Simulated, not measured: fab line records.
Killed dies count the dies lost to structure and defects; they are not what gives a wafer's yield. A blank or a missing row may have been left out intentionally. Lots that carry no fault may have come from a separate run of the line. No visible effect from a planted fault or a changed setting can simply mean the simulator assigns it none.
Which tool did it? :: flow gf180mcu :: 36 wafers from 12 lots sampled at 5 of the route's 602 steps

WHAT THE GAUGES SHOWED, per wafer
GF_DNWELL_TW_MEAS_09. Usual: DNWELL_TW 1351, standard deviation 11.
lot: L138
measured: day 3 01:16
on: film metro-01
DNWELL_TW: 1337 1338 1336
flag: 

lot: L141
measured: day 3 19:23
on: film metro-03
DNWELL_TW: 31 31 31 31 31 31
flag: OFF

lot: L146
measured: day 5 05:53
on: film metro-01
DNWELL_TW: 1335 1336 1339
flag: 

lot: L149
measured: day 5 15:09
on: film metro-02
DNWELL_TW: 1354 1352 1354
flag: 

lot: L152
measured: day 6 01:42
on: film metro-03
DNWELL_TW: 1346 1357 1356
flag: 

lot: L151
measured: day 6 02:03
on: film metro-01
DNWELL_TW: 1358 1359 1358
flag: 

lot: L154
measured: day 6 20:20
on: film metro-01
DNWELL_TW: 1346 1349 1350
flag: 

lot: L155
measured: day 6 20:05
on: film metro-02
DNWELL_TW: 1350 1346 1349
flag: 

lot: L156
measured: day 7 07:02
on: film metro-01
DNWELL_TW: 1347 1347 1342
flag: 

lot: L157
measured: day 7 07:25
on: film metro-02
DNWELL_TW: 1348 1340 1346
flag: 

lot: L159
measured: day 7 16:44
on: film metro-03
DNWELL_TW: 1338 1337 1336
flag: 

lot: L160
measured: day 7 23:41
on: film metro-03
DNWELL_TW: 1364 1362 1370
flag: 

GF_POLY_GATE_THK_MEAS_17. Usual: POLY_GATE_OXIDATION_THK 4.02 nm, standard deviation 0.07.
lot: L138
measured: day 9 10:53
on: film metro-03
POLY_GATE_OXIDATION_THK (nm): 3.92 3.87 3.88
flag: 

lot: L146
measured: day 12 09:50
on: film metro-02
POLY_GATE_OXIDATION_THK (nm): 3.94 3.97 3.92
flag: 

lot: L149
measured: day 13 02:29
on: film metro-03
POLY_GATE_OXIDATION_THK (nm): 4.02 4.02 4.09
flag: 

lot: L152
measured: day 13 15:17
on: film metro-01
POLY_GATE_OXIDATION_THK (nm): 4.07 4.06 4.04
flag: 

lot: L151
measured: day 13 19:47
on: film metro-02
POLY_GATE_OXIDATION_THK (nm): 3.92 4.00 4.04
flag: 

lot: L154
measured: day 14 15:56
on: film metro-03
POLY_GATE_OXIDATION_THK (nm): 4.12 4.07 4.09
flag: 

lot: L155
measured: day 14 15:20
on: film metro-03
POLY_GATE_OXIDATION_THK (nm): 4.02 3.98 4.09
flag: 

lot: L156
measured: day 15 08:14
on: film metro-02
POLY_GATE_OXIDATION_THK (nm): 4.02 4.10 4.00
flag: 

lot: L157
measured: day 15 09:30
on: film metro-01
POLY_GATE_OXIDATION_THK (nm): 4.06 4.08 4.01
flag: 

lot: L159
measured: day 15 18:46
on: film metro-03
POLY_GATE_OXIDATION_THK (nm): 4.02 3.97 4.05
flag: 

lot: L160
measured: day 16 03:26
on: film metro-03
POLY_GATE_OXIDATION_THK (nm): 3.94 3.99 3.89
flag: 

WHAT TOOL EACH LOT RAN ON (gives the tool, then ch and the chambers of the sampled wafers, and finally the start)
lot: L138
GF_STI_STRIP_15: plasma asher-01 ch 0,1, day 2 06:50
GF_DNWELL_EXPOSE_04: iline stepper-01 ch 0, day 2 18:28
GF_POLY_GATE_STRIP_14: plasma asher-01 ch 0,1, day 9 09:17

lot: L141
GF_STI_STRIP_15: plasma asher-01 ch 0,1, day 2 23:39
GF_DNWELL_EXPOSE_04: iline stepper-02 ch 0, day 3 13:14
GF_POLY_GATE_STRIP_14: -

lot: L146
GF_STI_STRIP_15: plasma asher-01 ch 0,1, day 4 01:24
GF_DNWELL_EXPOSE_04: iline stepper-02 ch 0, day 4 23:21
GF_POLY_GATE_STRIP_14: plasma asher-02 ch 0,1, day 12 08:26

lot: L149
GF_STI_STRIP_15: plasma asher-02 ch 0,1, day 4 16:36
GF_DNWELL_EXPOSE_04: iline stepper-02 ch 0, day 5 08:04
GF_POLY_GATE_STRIP_14: plasma asher-03 ch 0,1, day 13 00:02

lot: L152
GF_STI_STRIP_15: plasma asher-03 ch 0,1, day 5 06:59
GF_DNWELL_EXPOSE_04: iline stepper-01 ch 0, day 5 18:35
GF_POLY_GATE_STRIP_14: plasma asher-02 ch 0,1, day 13 13:07

lot: L151
GF_STI_STRIP_15: plasma asher-02 ch 0,1, day 5 07:02
GF_DNWELL_EXPOSE_04: iline stepper-02 ch 0, day 5 18:50
GF_POLY_GATE_STRIP_14: plasma asher-02 ch 0,1, day 13 17:19

lot: L154
GF_STI_STRIP_15: plasma asher-01 ch 0,1, day 5 21:48
GF_DNWELL_EXPOSE_04: iline stepper-02 ch 0, day 6 12:28
GF_POLY_GATE_STRIP_14: plasma asher-01 ch 0,1, day 14 14:32

lot: L155
GF_STI_STRIP_15: plasma asher-01 ch 0,1, day 5 23:32
GF_DNWELL_EXPOSE_04: iline stepper-01 ch 0, day 6 12:14
GF_POLY_GATE_STRIP_14: plasma asher-03 ch 0,1, day 14 13:31

lot: L156
GF_STI_STRIP_15: plasma asher-03 ch 0,1, day 6 05:12
GF_DNWELL_EXPOSE_04: iline stepper-02 ch 0, day 6 23:40
GF_POLY_GATE_STRIP_14: plasma asher-02 ch 0,1, day 15 06:50

lot: L157
GF_STI_STRIP_15: plasma asher-01 ch 0,1, day 6 08:06
GF_DNWELL_EXPOSE_04: iline stepper-01 ch 0, day 7 00:07
GF_POLY_GATE_STRIP_14: plasma asher-01 ch 0,1, day 15 08:05

lot: L159
GF_STI_STRIP_15: plasma asher-03 ch 0,1, day 6 20:44
GF_DNWELL_EXPOSE_04: iline stepper-02 ch 0, day 7 08:34
GF_POLY_GATE_STRIP_14: plasma asher-03 ch 0,1, day 15 17:22

lot: L160
GF_STI_STRIP_15: plasma asher-02 ch 0,1, day 7 02:47
GF_DNWELL_EXPOSE_04: iline stepper-01 ch 0, day 7 15:40
GF_POLY_GATE_STRIP_14: plasma asher-01 ch 0,1, day 16 02:02
- GF_STI_STRIP_15: strips in O2/N2.
- GF_DNWELL_EXPOSE_04: exposes mask DNWELL, target cd 1700 nm.
- GF_POLY_GATE_STRIP_14: strips in O2/N2.

WHAT THE TOOLS THEMSELVES READ (means of the sampled wafers that have a number; where no wafer has one, the mark that the record gives instead)
GF_STI_STRIP_15. Usual: drypump motor current A 5.9 A, standard deviation 0.44; heater power w 352 W, standard deviation 21; oes product au 0.381 a.u., standard deviation 0.0051; strip time to endpoint s 3.68 s, standard deviation 0.037.
lot: L138
tool: plasma asher-01
drypump motor current A (A): 5.9
heater power w (W): 374
oes product au (a.u.): 0.379
strip time to endpoint s (s): 3.70
flag: 

lot: L141
tool: plasma asher-01
drypump motor current A (A): 5.9
heater power w (W): 373
oes product au (a.u.): 0.376
strip time to endpoint s (s): 3.66
flag: 

lot: L146
tool: plasma asher-01
drypump motor current A (A): 6.1
heater power w (W): 380
oes product au (a.u.): 0.377
strip time to endpoint s (s): 3.60
flag: 

lot: L149
tool: plasma asher-02
drypump motor current A (A): 5.5
heater power w (W): 345
oes product au (a.u.): 0.378
strip time to endpoint s (s): 3.66
flag: 

lot: L152
tool: plasma asher-03
drypump motor current A (A): 6.2
heater power w (W): 338
oes product au (a.u.): 0.383
strip time to endpoint s (s): 3.72
flag: 

lot: L151
tool: plasma asher-02
drypump motor current A (A): 5.5
heater power w (W): 344
oes product au (a.u.): 0.382
strip time to endpoint s (s): 3.69
flag: 

lot: L154
tool: plasma asher-01
drypump motor current A (A): 6.0
heater power w (W): 372
oes product au (a.u.): 0.379
strip time to endpoint s (s): 3.65
flag: 

lot: L155
tool: plasma asher-01
drypump motor current A (A): 6.0
heater power w (W): 373
oes product au (a.u.): 0.387
strip time to endpoint s (s): 3.72
flag: 

lot: L156
tool: plasma asher-03
drypump motor current A (A): 6.2
heater power w (W): 338
oes product au (a.u.): 0.382
strip time to endpoint s (s): 3.70
flag: 

lot: L157
tool: plasma asher-01
drypump motor current A (A): 6.2
heater power w (W): 380
oes product au (a.u.): 0.380
strip time to endpoint s (s): 3.64
flag: 

lot: L159
tool: plasma asher-03
drypump motor current A (A): 6.2
heater power w (W): 324
oes product au (a.u.): 0.384
strip time to endpoint s (s): 3.69
flag: 

lot: L160
tool: plasma asher-02
drypump motor current A (A): 5.7
heater power w (W): 358
oes product au (a.u.): 0.383
strip time to endpoint s (s): 3.71
flag: 

GF_DNWELL_EXPOSE_04. Usual: reticle temp C 23.00 C, standard deviation 0.11.
lot: L138
tool: iline stepper-01
reticle temp C (C): 22.97
flag: 

lot: L141
tool: iline stepper-02
reticle temp C (C): 22.97
flag: 

lot: L146
tool: iline stepper-02
reticle temp C (C): 23.13
flag: 

lot: L149
tool: iline stepper-02
reticle temp C (C): 23.00
flag: 

lot: L152
tool: iline stepper-01
reticle temp C (C): 23.00
flag: 

lot: L151
tool: iline stepper-02
reticle temp C (C): 22.99
flag: 

lot: L154
tool: iline stepper-02
reticle temp C (C): 23.12
flag: 

lot: L155
tool: iline stepper-01
reticle temp C (C): 22.93
flag: 

lot: L156
tool: iline stepper-02
reticle temp C (C): 22.75
flag: 

lot: L157
tool: iline stepper-01
reticle temp C (C): 23.04
flag: 

lot: L159
tool: iline stepper-02
reticle temp C (C): 22.97
flag: 

lot: L160
tool: iline stepper-01
reticle temp C (C): 23.01
flag: 

GF_POLY_GATE_STRIP_14. Usual: drypump motor current A 5.9 A, standard deviation 0.42; heater power w 357 W, standard deviation 20; oes product au 0.505 a.u., standard deviation 0.0046.
lot: L138
tool: plasma asher-01
drypump motor current A (A): 6.2
heater power w (W): 371
oes product au (a.u.): 0.499
flag: 

lot: L146
tool: plasma asher-02
drypump motor current A (A): 5.8
heater power w (W): 358
oes product au (a.u.): 0.503
flag: 

lot: L149
tool: plasma asher-03
drypump motor current A (A): 6.2
heater power w (W): 339
oes product au (a.u.): 0.506
flag: 

lot: L152
tool: plasma asher-02
drypump motor current A (A): 5.7
heater power w (W): 358
oes product au (a.u.): 0.502
flag: 

lot: L151
tool: plasma asher-02
drypump motor current A (A): 5.5
heater power w (W): 356
oes product au (a.u.): 0.511
flag: 

lot: L154
tool: plasma asher-01
drypump motor current A (A): 5.9
heater power w (W): 378
oes product au (a.u.): 0.509
flag: 

lot: L155
tool: plasma asher-03
drypump motor current A (A): 6.2
heater power w (W): 326
oes product au (a.u.): 0.502
flag: 

lot: L156
tool: plasma asher-02
drypump motor current A (A): 5.5
heater power w (W): 354
oes product au (a.u.): 0.505
flag: 

lot: L157
tool: plasma asher-01
drypump motor current A (A): 5.9
heater power w (W): 374
oes product au (a.u.): 0.501
flag: 

lot: L159
tool: plasma asher-03
drypump motor current A (A): 6.2
heater power w (W): 323
oes product au (a.u.): 0.507
flag: 

lot: L160
tool: plasma asher-01
drypump motor current A (A): 5.9
heater power w (W): 369
oes product au (a.u.): 0.505
flag: 

THE ANSWER, worked out from the rows above alone
Rule: a lot counts as off when the mean over its wafers that have a number is more than 3 standard deviations away from the usual mean. A lot without any number at a reading at which 4 lots or more have one is off too. Where the step has rows for the other lots, those lots are counted as sound. After the gauges, taken in route order, come the tools' own readings; for these a lot's mean is taken, as printed above. The first step at which some lot is off is used, and at that step the reading that is off furthest; a lot without a number counts as furthest.
Off: L141, seen at GF_DNWELL_TW_MEAS_09 (DNWELL_TW).
If a tool, at a process step before that reading, ran all the lots that are off and no sound lot after the first of them, it fits. Those tools and the gauges at GF_DNWELL_TW_MEAS_09 are tried in the same way. Of those tried, none fits.

WHAT THE SIMULATOR PUT IN
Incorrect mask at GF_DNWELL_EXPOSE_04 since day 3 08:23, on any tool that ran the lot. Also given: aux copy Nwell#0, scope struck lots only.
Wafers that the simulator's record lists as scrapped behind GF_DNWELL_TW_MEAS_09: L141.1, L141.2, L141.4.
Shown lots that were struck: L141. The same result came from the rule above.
